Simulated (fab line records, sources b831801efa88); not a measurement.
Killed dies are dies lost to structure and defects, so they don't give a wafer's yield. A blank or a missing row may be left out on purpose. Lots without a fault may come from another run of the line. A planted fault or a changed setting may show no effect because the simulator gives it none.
A struck lot beside a sound one | flow sky130 | 38 steps out of a route of 708
Sound: wafers L861.2, L861.3, L861.5. Struck: wafers L847.4, L847.5. (L847.6 of the same lot was not struck and is left out.) The cause comes at the end.
At each step with rows: each side's tool, then ch and its chambers, then its first start. Under that, the readings that differ: sound wafers | struck wafers | difference of the means | sigmas: that difference in standard deviations of wafers without a fault.
alike: readings whose means differ by less than 2 such deviations, and words and numbers that are the same on both sides. not compared: withheld readings, readings that some wafer has no value for, bounds like >300 that may hide the same value, and numbers for which the record gives no deviation and whose values overlap.
The two part at a step that has a row with sigmas, a row that says differs or no value, or rows on one side only. Numbers that don't overlap but have no deviation are shown without sigmas and don't part them. A reading that every wafer of one side lacks parts them only if that side has two wafers or more.

first, 9 steps without rows for these wafers: SKY_VIA2_SPUTTER_20 (material TiN, target thk 20 nm, time 80 s); SKY_VIA2_CVD_21 (deposits W, target thk 420 nm, time 126.4 s); SKY_VIA2_CMP_24 (polishes, stops on SiO2, t overpolish 20 s, target thk 0 nm); SKY_METAL3_SPUTTER_00 (material Ti, target thk 15 nm, time 10 s); SKY_METAL3_SPUTTER_01 (material TiN, target thk 20 nm, time 16.7 s); SKY_METAL3_SPUTTER_02 (material AlCu, target thk 735 nm, time 39.1 s); SKY_METAL3_SPUTTER_03 (material Ti, target thk 5 nm, time 3.446 s); SKY_METAL3_SPUTTER_04 (material TiN, target thk 70 nm, time 58.3 s); SKY_CAPM_CVD_00 (deposits SiO2, target thk 15.5 nm).
SKY_CAPM_SPUTTER_02: material TiN, target thk 200 nm, time 166.7 s.
  sound on pvd_sputter-02, day 42 20:24; struck on pvd_sputter-02, day 38 21:05
  reading                                  | sound             | struck      | difference | sigmas
  model.TiN_of_CAPM_SPUTTER_02.thk_nm (nm) | 202.3 199.5 202.2 | 212.2 213.1 | +11.3      |
  alike: throttle_valve_pct
SKY_CAPM_RS_MEAS_03: measures by four-point-probe.
  sound on film_metro-04, day 42 20:32; struck on film_metro-03, day 38 21:16
  reading              | sound          | struck    | difference | sigmas
  CAPM_TIN_RS (ohm/sq) | 6.84 6.94 6.84 | 6.51 6.47 | -0.38      | -7
SKY_CAPM_THK_MEAS_04: measures by xrf.
  sound on film_metro-04, day 42 20:38; struck on film_metro-03, day 38 21:21
  reading           | sound             | struck      | difference | sigmas
  CAPM_TIN_THK (nm) | 207.4 205.0 207.2 | 214.5 215.1 | +8.3       | +4
then, 7 steps without rows for these wafers: SKY_CAPM_DEHYDRATE_05 (time 60 s); SKY_CAPM_HMDS_06 (prime time 60 s); SKY_CAPM_COAT_07 (resist thk 1140 nm); SKY_CAPM_SOFTBAKE_08 (time 60 s); SKY_CAPM_EXPOSE_09 (exposes mask CAPM, target cd 1000 nm); SKY_CAPM_PEB_10; SKY_CAPM_DEVELOP_11 (develop time 60 s).
SKY_CAPM_METAL_ETCH_13: etches TiN in Cl2/BCl3, stops on SiO2, target depth 220 nm, time 62.9 s.
  sound on rie_metal-02 ch 0,1, day 43 19:36; struck on rie_metal-02 ch 0,1, day 39 21:43
  reading                          | sound                | struck        | difference | sigmas
  oes_product_au (a.u.)            | 0.948 0.944 0.949    | 0.979 0.982   | +0.033     | +5
  throttle_valve_pct (%)           | 21.896 21.892 21.901 | 21.872 21.880 | -0.020     | -2
  model.CAPM.feature_depth_nm (nm) | 202.3 199.5 202.2    | 212.2 213.1   | +11.3      |
  model.etch.depth_nm (nm)         | 202.3 199.5 202.2    | 212.2 213.1   | +11.3      |
  alike: drypump_motor_current_A
  not compared: rf_hours_counter_h
then, 16 steps without rows for these wafers: SKY_CAPM_STRIP_14 (strips in O2/N2); SKY_CAPM_STRIP_15 (strips in post etch residue remover, time 1200 s); SKY_CAPM_CLEAN_16 (cleans in IPA, time 180 s); SKY_CAPM_CLEAN_17 (cleans in O3/DIW); SKY_METAL3_DEHYDRATE_05 (time 60 s); SKY_METAL3_HMDS_06 (prime time 60 s); SKY_METAL3_COAT_07 (resist thk 60 nm); SKY_METAL3_COAT_08 (resist thk 1140 nm); SKY_METAL3_SOFTBAKE_09 (time 90 s); SKY_METAL3_EXPOSE_10 (exposes mask MM3, target cd 300 nm); SKY_METAL3_PEB_11; SKY_METAL3_DEVELOP_12 (develop time 60 s); SKY_METAL3_DESCUM_15 (chemistry O2, time 8 s); SKY_METAL3_ETCH_16 (etches BARC in N2/H2, stops on SiO2, time 88.2 s, target depth 60 nm); SKY_METAL3_ETCH_17 (etches SiO2 in C4F8/O2/Ar, stops on TiN, time 3.9 s, target depth 15 nm); SKY_METAL3_METAL_ETCH_18 (etches the open film in Cl2/BCl3, stops on SiO2, target depth 845 nm, time 183.1 s).
SKY_METAL3_STRIP_20: strips in post etch residue remover, time 1200 s.
  sound on wet_bench-02 ch 1, day 44 17:44; struck on wet_bench-04 ch 0, day 40 22:07
  reading                                  | sound             | struck      | difference | sigmas
  model.TiN_of_CAPM_SPUTTER_02.thk_nm (nm) | 201.4 198.6 201.3 | 211.3 212.2 | +11.3      |
-- the record jumps here: 7 days lie between the struck wafers' starts before and after (it left off in module METAL3 and takes up again in module PAD_OPEN, whose first step shown is number 708 of the route) --
SKY_PAD_OPEN_PROBE_99:
  sound on prober-02, day 50 17:53; struck on prober-01, day 47 14:54
  reading                          | sound             | struck      | difference | sigmas
  killed_at_other                  | 0 0 0             | 1 2         | +2         | +2
  model.etest.cap_mim.plate_ohm_sq | 5.979 5.987 5.898 | 5.654 5.651 | -0.302     |
  alike: defect_limited_yield, killed_at_M0_to_M3, killed_at_M4_up, killed_at_contacts, killed_at_front_end, killed_dies, killed_open, killed_short, sort_bin_3_pad_short, sort_bin_5_function, sort_bin_6_memory, sort_n_pass, sort_yield_pct

WHERE THEY PART
First at SKY_CAPM_RS_MEAS_03; last, within this record, at SKY_PAD_OPEN_PROBE_99.

WHY: what the simulator had put in
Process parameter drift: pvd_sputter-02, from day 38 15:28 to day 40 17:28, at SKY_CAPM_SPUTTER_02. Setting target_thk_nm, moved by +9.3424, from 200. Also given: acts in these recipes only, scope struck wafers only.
